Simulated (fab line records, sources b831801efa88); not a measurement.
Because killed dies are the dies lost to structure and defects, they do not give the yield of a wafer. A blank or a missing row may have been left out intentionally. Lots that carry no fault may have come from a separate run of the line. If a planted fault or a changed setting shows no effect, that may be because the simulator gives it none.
Which of the tools did it?	flow gf180mcu	Sampling: 11 lots, 33 wafers, 4 of 602 route steps

WHAT EACH GAUGE READ, for each wafer
GF_V1_RS_MEAS_24: measures by four-point-probe. Usual: V1_W_RS 0.326 ohm/sq, standard deviation 0.0048.
lot	measured	on	V1_W_RS (ohm/sq)	flag
L808	day 18 21:43	film-metro-02	0.329 0.328 0.331	
L811	day 19 15:58	film-metro-01	0.330 0.330 0.329	
L812	day 20 09:30	film-metro-02	0.321 0.321 0.316	
L814	day 20 22:36	film-metro-01	0.321 0.321 0.326	
L815	day 21 04:41	film-metro-02	0.333 0.332 0.329	
L819	day 22 14:20	film-metro-02	0.203 0.204 0.203 0.203 0.204 0.202	OFF
L820	day 23 05:43	film-metro-03	0.201 0.203 0.203 0.201 0.202 0.202	OFF
L821	day 23 09:51	film-metro-01	0.325 0.330 0.336	
L822	day 23 18:13	film-metro-01	0.330 0.333 0.328	
L829	day 26 00:14	film-metro-02	0.329 0.334 0.323	
L830	day 26 01:07	film-metro-02	0.320 0.330 0.325	

GF_V1_THK_MEAS_25: measures by xrf. Usual: V1_W_THK 353 nm, standard deviation 6.
lot	measured	on	V1_W_THK (nm)	flag
L808	day 18 21:50	film-metro-02	351 350 349	
L811	day 19 16:05	film-metro-01	348 347 351	
L812	day 20 09:37	film-metro-02	362 363 366	
L814	day 20 22:43	film-metro-01	355 353 350	
L815	day 21 04:48	film-metro-02	345 348 348	
L819	day 22 23:43	film-metro-02	- 570 - - - -	OFF
L820	day 23 07:13	film-metro-03	- 568 566 570 565 562	OFF
L821	day 23 09:58	film-metro-01	352 349 342	
L822	day 23 18:18	film-metro-01	346 343 351	
L829	day 26 00:20	film-metro-02	352 348 358	
L830	day 26 01:14	film-metro-02	362 351 356	

EACH LOT AND THE TOOL THAT RAN IT (in order: tool; ch and the chambers of the sampled wafers; start)
lot	GF_V1_SPUTTER_22	GF_V1_CVD_23
L808	pvd-sputter-04, day 18 21:34	cvd-w-02 ch 0,1, day 18 21:36
L811	pvd-sputter-04, day 19 15:48	cvd-w-02 ch 0,1, day 19 15:50
L812	pvd-sputter-01, day 20 09:21	cvd-w-01 ch 0,1, day 20 09:23
L814	pvd-sputter-02, day 20 22:27	cvd-w-01 ch 0,1, day 20 22:29
L815	pvd-sputter-02, day 21 04:31	cvd-w-01 ch 0,1, day 21 04:34
L819	pvd-sputter-02, day 22 14:03	cvd-w-01 ch 0, day 22 14:07
L820	pvd-sputter-01, day 23 05:26	cvd-w-01 ch 0, day 23 05:31
L821	pvd-sputter-01, day 23 09:41	cvd-w-02 ch 0,1, day 23 09:43
L822	pvd-sputter-02, day 23 18:00	cvd-w-02 ch 0,1, day 23 18:05
L829	pvd-sputter-02, day 26 00:03	cvd-w-01 ch 0,1, day 26 00:05
L830	pvd-sputter-01, day 26 00:57	cvd-w-01 ch 0,1, day 26 00:59
- GF_V1_SPUTTER_22: material TiN, target thk 10 nm, time 40 s.
- GF_V1_CVD_23: deposits W, target thk 350 nm, time 105.05 s.

WHAT THE TOOLS THEMSELVES READ (means of the sampled wafers that have a number; where no wafer has one, the mark that the record gives instead)
GF_V1_SPUTTER_22. Usual: 30.3 % for throttle-valve-pct, sd 0.92.
lot	tool	throttle-valve-pct (%)	flag
L808	pvd-sputter-04	31.1	
L811	pvd-sputter-04	29.8	
L812	pvd-sputter-01	30.1	
L814	pvd-sputter-02	30.8	
L815	pvd-sputter-02	30.3	
L819	pvd-sputter-02	30.6	
L820	pvd-sputter-01	29.9	
L821	pvd-sputter-01	30.1	
L822	pvd-sputter-02	30.3	
L829	pvd-sputter-02	30.7	
L830	pvd-sputter-01	30.1	

GF_V1_CVD_23. Usual: 869 W for heater-power-w, sd 87.
lot	tool	heater-power-w (W)	flag
L808	cvd-w-02	963	
L811	cvd-w-02	955	
L812	cvd-w-01	881	
L814	cvd-w-01	869	
L815	cvd-w-01	823	
L819	cvd-w-01	776	
L820	cvd-w-01	772	
L821	cvd-w-02	955	
L822	cvd-w-02	942	
L829	cvd-w-01	877	
L830	cvd-w-01	814	

THE ANSWER, worked out from the rows above alone
Rule: lot off if the mean of its wafers having a number is beyond 3 standard deviations from the usual mean. Also off: a lot with no number at a reading for which 4 or more lots have one. All remaining lots with rows at the step are treated as sound. First the gauges in route order, then the tools' own readings, where a lot's mean is used as printed above. At the first step where some lot is off, the reading lying furthest off is the one used; lots without a number count as furthest.
Off: L819, L820, at GF_V1_RS_MEAS_24 (V1_W_RS).
If a tool, at a process step before that reading, ran all the lots that are off and no sound lot after the first of them, it fits. Gauges at GF_V1_RS_MEAS_24: tried the same way as those tools. Not one of the candidates tried fits.

WHAT THE SIMULATOR PUT IN
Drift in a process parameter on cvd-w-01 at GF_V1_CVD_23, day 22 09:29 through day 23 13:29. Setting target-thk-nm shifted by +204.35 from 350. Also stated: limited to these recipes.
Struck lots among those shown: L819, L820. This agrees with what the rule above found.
